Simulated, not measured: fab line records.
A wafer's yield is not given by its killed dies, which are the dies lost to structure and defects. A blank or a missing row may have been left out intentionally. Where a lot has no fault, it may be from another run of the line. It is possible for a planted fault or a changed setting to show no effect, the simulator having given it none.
Problem report in the 8D (eight disciplines) form, filled by code -- flow sky130 -- the parts of the form that need people (team, actions taken, sign-off) are left out

## 1. THE PROBLEM
A mean of 0.860 a.u. is read at SKY_VIA3_ETCH_15 for oesProductAu, taken on 1 wafer of 1 lot, against 0.947 a.u. (standard deviation 0.0045) on wafers free of any fault. Relative to the usual mean, that is a shift of -19 standard deviations.
The step: etches SiO2 in C4F8/O2/Ar, stops on TiN, target depth 507 nm, time 78 s.
First seen on wafer L623.2, day 42 17:55, on rieDiel-01. The record holds 33 wafers of 11 lots with a number at this step. Rule for "out", or "out of limits": more than 4 standard deviations from the usual mean. All remaining wafers that have a number are taken as sound.

## 2. WHAT IT IS, WHAT IT ISN'T
question,is,is not
which readings at this step,oesProductAu,-
which lots,L623,"L613, L614, L615, L616, L617, L619, L621, L622, L630, L634"
which wafers of those lots,L623.2,"L623.1, L623.6"
read on which tools,rieDiel-01,"rieDiel-02, rieDiel-03"
when,from day 42 17:55,"up to then (26 sound wafers); but 6 sound wafers of L630, L634 came after"

## 3. THE SUSPECTS, EACH WITH WHAT RULES IT OUT
Counting: any tool at a process step up to the reading remains a suspect provided it ran every lot that is out. Sound lots after the first of them don't rule it out here, since some wafers of a struck lot are sound.
- plasmaAsher-01 at SKY_METAL3_STRIP_19 (strips in O2/N2): kept. It ran the lot that is out, L623 (day 41 17:08).
- rieDiel-01 at SKY_VIA3_ETCH_15 (etches SiO2 in C4F8/O2/Ar, stops on TiN, target depth 507 nm, time 78 s): kept. It processed L623, the lot that is out, at day 42 17:55, and its most recent sound lot before then was L619 at day 41 16:19. Its own oesProductAu readings are out on those wafers.
- The sound lot-mates ran in chamber 1 of rieDiel-01 at SKY_VIA3_ETCH_15, but the wafers that are out ran in chamber 3.
Remaining after the count are plasmaAsher-01 at SKY_METAL3_STRIP_19 and rieDiel-01 at SKY_VIA3_ETCH_15.

## 4. THE CAUSE (what the simulator had put in)
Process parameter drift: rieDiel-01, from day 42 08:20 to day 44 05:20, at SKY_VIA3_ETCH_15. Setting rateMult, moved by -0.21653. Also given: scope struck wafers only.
2 suspects survive the count, and this tool is in that group.

## 5. THE CHAIN OF EFFECTS, in route order
Rows list readings where the struck wafers' mean (over those with a number) sits beyond 3 standard deviations from the usual. Readings are gone through only where the record gives a usual standard deviation; hours: the median, over the lots, of the time from a lot's start at the first step in this table giving one to that lot's start at this step; sigmas: the change measured in usual standard deviations.
hours,step,reading,usual,on struck wafers,change,sigmas
0,SKY_VIA3_ETCH_15,oesProductAu,0.947 a.u.,0.860,-0.087,-19
0,SKY_VIA3_STRIP_16,stripTimeToEndpointS,4.134 s,4.387,+0.253,+11
135,SKY_PAD_OPEN_PROBE_99,defectLimitedYield,82.7 %,0.0,-82.7,-41
135,SKY_PAD_OPEN_PROBE_99,killed_at_M0_to_M3,42,446,+404,+52
135,SKY_PAD_OPEN_PROBE_99,killedDies,85,492,+407,+41
135,SKY_PAD_OPEN_PROBE_99,killedOnRim,17,96,+79,+19
135,SKY_PAD_OPEN_PROBE_99,sort_bin_5_function,10.1 %,91.7,+81.6,+54
135,SKY_PAD_OPEN_PROBE_99,sortNPass,407,0,-407,-41
135,SKY_PAD_OPEN_PROBE_99,sortYieldPct,82.7 %,0.0,-82.7,-41
The process steps in it:
- SKY_VIA3_ETCH_15: etches SiO2 in C4F8/O2/Ar, stops on TiN, target depth 507 nm, time 78 s.
- SKY_VIA3_STRIP_16: strips in O2/N2.
- SKY_PAD_OPEN_PROBE_99

## 6. HOW IT WOULD HAVE BEEN CAUGHT EARLIER
10 hours passed between the start of the fault at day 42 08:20 and the first reading out of limits in this record, taken at day 42 17:55.
